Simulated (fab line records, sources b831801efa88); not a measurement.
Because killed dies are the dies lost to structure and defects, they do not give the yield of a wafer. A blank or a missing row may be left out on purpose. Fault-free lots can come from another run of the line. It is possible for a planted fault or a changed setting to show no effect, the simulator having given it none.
Matching of chambers / flow gf180mcu / GF_SAB_CVD_00 on pecvd-04 has 3 sister chambers
The step deposits SiO2 from TEOS, target thk 50 nm, time 4.9302 s. 6 wafers are shown with their chamber, then 7 later ones without.

== WAFERS PAIRED WITH THEIR CHAMBERS ==
wafer=L299.3; chamber=1; rfFwdPowerW (W)=592.7; heaterPowerW (W)=568
wafer=L299.4; chamber=0; rfFwdPowerW (W)=584.0; heaterPowerW (W)=669
wafer=L302.1; chamber=0; rfFwdPowerW (W)=585.3; heaterPowerW (W)=617
wafer=L304.5; chamber=1; rfFwdPowerW (W)=590.5; heaterPowerW (W)=675
wafer=L314.2; chamber=2; rfFwdPowerW (W)=585.9; heaterPowerW (W)=555
wafer=L314.4; chamber=2; rfFwdPowerW (W)=584.3; heaterPowerW (W)=555

== WAFERS WITH NO CHAMBER GIVEN ==
wafer=L314.5; rfFwdPowerW (W)=586.4; heaterPowerW (W)=619
wafer=L315.1; rfFwdPowerW (W)=584.7; heaterPowerW (W)=713
wafer=L315.5; rfFwdPowerW (W)=590.6; heaterPowerW (W)=671
wafer=L315.6; rfFwdPowerW (W)=583.9; heaterPowerW (W)=735
wafer=L320.2; rfFwdPowerW (W)=583.1; heaterPowerW (W)=713
wafer=L320.3; rfFwdPowerW (W)=587.6; heaterPowerW (W)=584
wafer=L320.5; rfFwdPowerW (W)=585.2; heaterPowerW (W)=712

== THE CHAMBER EACH PASSED THROUGH ==
wafer=L314.5; from the rows above=can't be placed: 0 or 2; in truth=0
wafer=L315.1; from the rows above=can't be placed: 0 or 2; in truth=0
wafer=L315.5; from the rows above=1; in truth=1
wafer=L315.6; from the rows above=can't be placed: 0 or 2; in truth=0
wafer=L320.2; from the rows above=can't be placed: 0 or 2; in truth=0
wafer=L320.3; from the rows above=can't be placed: 2 or 0 or 1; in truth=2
wafer=L320.5; from the rows above=can't be placed: 0 or 2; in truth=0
Correct placement for 1 of the 7. From these rows, 6 cannot be placed; in 6 the true chamber is one of the candidates. Wrongly placed: 0.
How it was worked out, from the rows above alone: a wafer's distance from a chamber is the root of the sum, over the readings, of the square of ((its reading less the chamber's mean) divided by the reading's scatter). If the next closest chamber is less than 2 further off than the closest, the wafer can't be placed; otherwise it belongs to the closest. Each chamber's mean is taken over the wafers shown for it. The scatter is the square root of a quotient: the sum, over the shown wafers, of each reading's squared deviation from its chamber's mean, divided by wafers minus chambers.
